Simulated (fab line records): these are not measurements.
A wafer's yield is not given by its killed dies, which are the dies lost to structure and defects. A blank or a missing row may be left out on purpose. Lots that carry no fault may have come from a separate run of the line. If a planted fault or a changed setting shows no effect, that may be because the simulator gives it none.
8D (eight disciplines) problem report, filled in by code + flow gf180mcu + the parts of the form that need people (team, actions taken, sign-off) are left out

== 1. WHAT WENT WRONG ==
Wafers without a fault read 56.59 W, standard deviation 0.046; heater power total W at GF_VT_IMPLANT_SOFTBAKE_25 reads a mean of 57.82 W on 9 wafers belonging to 3 lots. Relative to the usual mean, that is a shift of +27 standard deviations.
The step: time 60 s.
Seen first at day 8 03:52 on litho track-01, wafer L104.1. At this step, 45 wafers from 15 lots have a number in the record. By rule, "out" or "out of limits" means more than 4 standard deviations away from the usual mean. The rest of the wafers with a number are treated as sound.

== 2. WHAT IT IS; WHAT IT IS NOT ==
| question                    | is                                 | is not                                                                                                   |
|-----------------------------|------------------------------------|----------------------------------------------------------------------------------------------------------|
| which readings at this step | heater power total W, run length s | -                                                                                                        |
| which lots                  | L104, L105, L109                   | L100, L101, L103, L112, L113, L114, L117, L118, L119, L121, L998, L999                                   |
| which wafers of those lots  | all that have a number             | -                                                                                                        |
| read on which tools         | litho track-01                     | litho track-03, litho track-04                                                                           |
| when                        | from day 8 03:52                   | up to then (15 sound wafers); but 21 sound wafers of L112, L113, L114, L117, L118, L119, L121 came after |

== 3. WHAT RULES OUT EACH SUSPECT ==
Counting: any tool at a process step up to the reading is kept as a suspect provided that every lot that is out went through it and no sound lot did after the first of them.
- litho track-01 at GF_VT_IMPLANT_SOFTBAKE_25 (time 60 s): ruled out as a lasting fault. The sound lots L117 went through it after L104, its earliest lot that is out (day 8 03:52).
Left after counting: nothing in the record.

== 4. THE CAUSE (what the simulator had put in) ==
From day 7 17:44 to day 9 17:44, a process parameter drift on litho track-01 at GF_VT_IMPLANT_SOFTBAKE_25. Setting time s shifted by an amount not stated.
Counting ruled it out, wrongly.

== 5. SEQUENCE OF EFFECTS, ordered by route ==
Rows list readings where the struck wafers' mean (over those with a number) sits beyond 3 standard deviations from the usual. Scope: only readings with a usual standard deviation given in the record; hours: median across lots of the time from each lot's start at the first step in this table that gives one to its start at this step; sigmas: change in usual standard deviations.
| hours | step                      | reading              | usual   | on struck wafers | change | sigmas |
|-------|---------------------------|----------------------|---------|------------------|--------|--------|
| 0     | GF_VT_IMPLANT_SOFTBAKE_25 | heater power total W | 56.59 W | 57.82            | +1.23  | +27    |
| 0     | GF_VT_IMPLANT_SOFTBAKE_25 | run length s         | 89.01 s | 84.88            | -4.13  | -17    |
Here are the process steps it includes:
- GF_VT_IMPLANT_SOFTBAKE_25: time 60 s.
At these later measuring or inspecting steps, every struck wafer for which the step has a row has a number for every such reading, and none has moved that far: GF_HV_LDD_CD_MEAS_07, GF_HV_LDD_TW_MEAS_23.

== 6. WHAT WOULD HAVE CAUGHT IT SOONER ==
10 hours passed between the start of the fault at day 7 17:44 and the first reading out of limits in this record, taken at day 8 03:52.
